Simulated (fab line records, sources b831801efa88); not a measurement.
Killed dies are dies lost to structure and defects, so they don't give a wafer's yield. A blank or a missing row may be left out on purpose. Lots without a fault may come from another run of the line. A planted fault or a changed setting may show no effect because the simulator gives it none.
Tool commonality check | flow gf180mcu | 11 lots, 33 wafers sampled

WHY IT WAS OPENED
At GF_HV_LDD_TW_MEAS_38 the reading HV_LDD_3_TW is flagged on 4 of 11 lots. Wafers without a fault read 1430, standard deviation 13.
Rule: a lot is flagged when every wafer of it that has a number lies more than 4 standard deviations from that mean, or none has a number. The other lots count as sound.

lot  | measured     | on            | HV_LDD_3_TW, wafer by wafer | flag
L771 | day 11 16:00 | film_metro-01 | 1433 1430 1435              |
L772 | day 12 03:06 | film_metro-01 | 1431 1432 1430              |
L773 | day 12 09:01 | film_metro-03 | 1428 1425 1424              |
L774 | day 12 13:16 | film_metro-03 | 1429 1424 1430              |
L775 | day 13 00:10 | film_metro-02 | 1443 1437 1452              |
L776 | day 13 03:12 | film_metro-02 | 1434 1436 1436              |
L778 | day 14 01:26 | film_metro-02 | 1440 1436 1434              |
L779 | day 14 14:46 | film_metro-03 | 1578 1575 1575              | FLAGGED
L780 | day 14 19:55 | film_metro-02 | 1602 1601 1597              | FLAGGED
L781 | day 15 02:28 | film_metro-03 | 1565 1564 1576              | FLAGGED
L782 | day 15 18:18 | film_metro-02 | 1601 1604 1601              | FLAGGED
The numbers of the flagged lots are 1587 on average: +157 against the usual, or +12 standard deviations.

WHICH TOOL RAN EACH LOT
The record holds 1 process step before the reading, out of a route of 602 steps. In each cell: the tool, then ch and the chambers that the sampled wafers went through, then the start.
lot  | flag    | GF_HV_LDD_IMPLANT_36
L771 |         | implanter-04 ch 0, day 11 15:46
L772 |         | implanter-02 ch 0, day 12 02:52
L773 |         | implanter-04 ch 0, day 12 08:47
L774 |         | implanter-01 ch 0, day 12 13:01
L775 |         | implanter-02 ch 0, day 12 23:56
L776 |         | implanter-01 ch 0, day 13 02:58
L778 |         | implanter-01 ch 0, day 14 01:11
L779 | FLAGGED | implanter-02 ch 0, day 14 14:31
L780 | FLAGGED | implanter-02 ch 0, day 14 19:40
L781 | FLAGGED | implanter-01 ch 0, day 15 02:15
L782 | FLAGGED | implanter-01 ch 0, day 15 18:04
What these steps do:
- GF_HV_LDD_IMPLANT_36
- GF_HV_LDD_TW_MEAS_38

FLAGGED OVER TOTAL, TOOL BY TOOL (the gauges that took the reading come last)
step                 | tool          | lots run | flagged | share of the flagged lots | sound lots run after its first flagged lot
GF_HV_LDD_IMPLANT_36 | implanter-01  | 5        | 2       | some                      | 0
GF_HV_LDD_IMPLANT_36 | implanter-02  | 4        | 2       | some                      | 0
GF_HV_LDD_IMPLANT_36 | implanter-04  | 2        | 0       | none                      | -
GF_HV_LDD_TW_MEAS_38 | film_metro-01 | 2        | 0       | none                      | -
GF_HV_LDD_TW_MEAS_38 | film_metro-02 | 5        | 2       | some                      | 0
GF_HV_LDD_TW_MEAS_38 | film_metro-03 | 4        | 2       | some                      | 0

WHAT THE TABLE ALLOWS
No row of the table ran every flagged lot.

WHAT THE SIMULATOR HAD PUT IN
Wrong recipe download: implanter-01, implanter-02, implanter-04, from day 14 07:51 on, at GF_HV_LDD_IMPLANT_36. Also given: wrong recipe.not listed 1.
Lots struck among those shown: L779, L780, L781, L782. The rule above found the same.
